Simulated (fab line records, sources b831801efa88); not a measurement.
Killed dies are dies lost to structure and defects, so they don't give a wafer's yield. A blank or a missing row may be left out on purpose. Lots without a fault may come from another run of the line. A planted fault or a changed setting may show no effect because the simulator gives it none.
One fault seen from 2 desks | flow gf180mcu | each desk has only its own numbers; what lay behind them comes last

THE TOOL OWNER'S DESK: pecvd-04
The tool's own readings at GF_V4_CVD_02 (deposits SiO2 from TEOS, target thk 850 nm, time 94.851 s): means of the sampled wafers that have a number, for each lot that ran on this tool. A lot is out of limits, marked OUT, if its mean lies more than 4 standard deviations from the usual mean; the brackets give that distance.
Columns: A = heater_power_w at GF_V4_CVD_02, usual 634 W; B = susceptor_temp_C at GF_V4_CVD_02, usual 400.00 C
lot  | first seen here | A   | B
L526 | day 26 05:43    | 624 | 400.02
L527 | day 26 14:05    | 603 | 399.83
L528 | day 27 01:42    | 581 | 400.14
L537 | day 29 12:26    | 651 | 400.10
L539 | day 30 01:35    | 576 | 399.92
L540 | day 30 06:10    | 637 | 399.86
This desk's finding: nothing out of limits on any of the 6 lots.

THE METROLOGY DESK
What the gauges read, lot by lot, whatever tool the lot ran on: means of the sampled wafers that have a number. A lot is out of limits, marked OUT, if its mean lies more than 4 standard deviations from the usual mean; the brackets give that distance.
Columns: A = V3_BOW at GF_V3_BOW_MEAS_05, usual 120 um; B = M4_ALCU_RS at GF_M4_RS_MEAS_05, usual 0.0696 ohm/sq; C = V4_CVD_02_THK at GF_V4_THK_MEAS_03, usual 853 nm
lot  | first seen here | A   | B      | C
L519 | day 21 10:41    | 123 | 0.0684 | 847
L520 | day 21 19:41    | 131 | 0.0692 | 840
L522 | day 22 19:53    | 121 | 0.0690 | 870
L524 | day 23 13:19    | 115 | 0.0699 | 846
L526 | day 24 08:53    | 119 | 0.0700 | 851
L527 | day 24 16:04    | 118 | 0.0700 | 858
L528 | day 25 05:26    | 123 | 0.0699 | 849
L534 | day 27 07:34    | 118 | 0.0699 | 849
L537 | day 27 19:53    | 117 | 0.0694 | 859
L539 | day 28 08:08    | 119 | 0.0691 | 746 (-9.7) OUT
L540 | day 28 14:22    | 127 | 0.0699 | 743 (-10) OUT
This desk's finding: out of limits on L539, L540; first on L539, day 30 01:39 (V4_CVD_02_THK at GF_V4_THK_MEAS_03). In limits: L519, L520, L522, L524, L526, L527, L528, L534, L537.

PUT TOGETHER
The metrology desk could have raised an alarm at day 30 01:39, on L539, L540.
The tool owner's desk saw nothing out of limits.
The tool owner's desk has L539, L540 on record, within its limits.
Of the lots named, all ran GF_V4_CVD_02 on pecvd-04.

WHAT THE SIMULATOR HAD PUT IN
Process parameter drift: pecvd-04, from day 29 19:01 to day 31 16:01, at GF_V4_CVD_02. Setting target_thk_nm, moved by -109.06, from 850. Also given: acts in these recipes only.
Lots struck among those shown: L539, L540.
Hours from the fault's start to each desk's first reading out of limits: the metrology desk, 7.
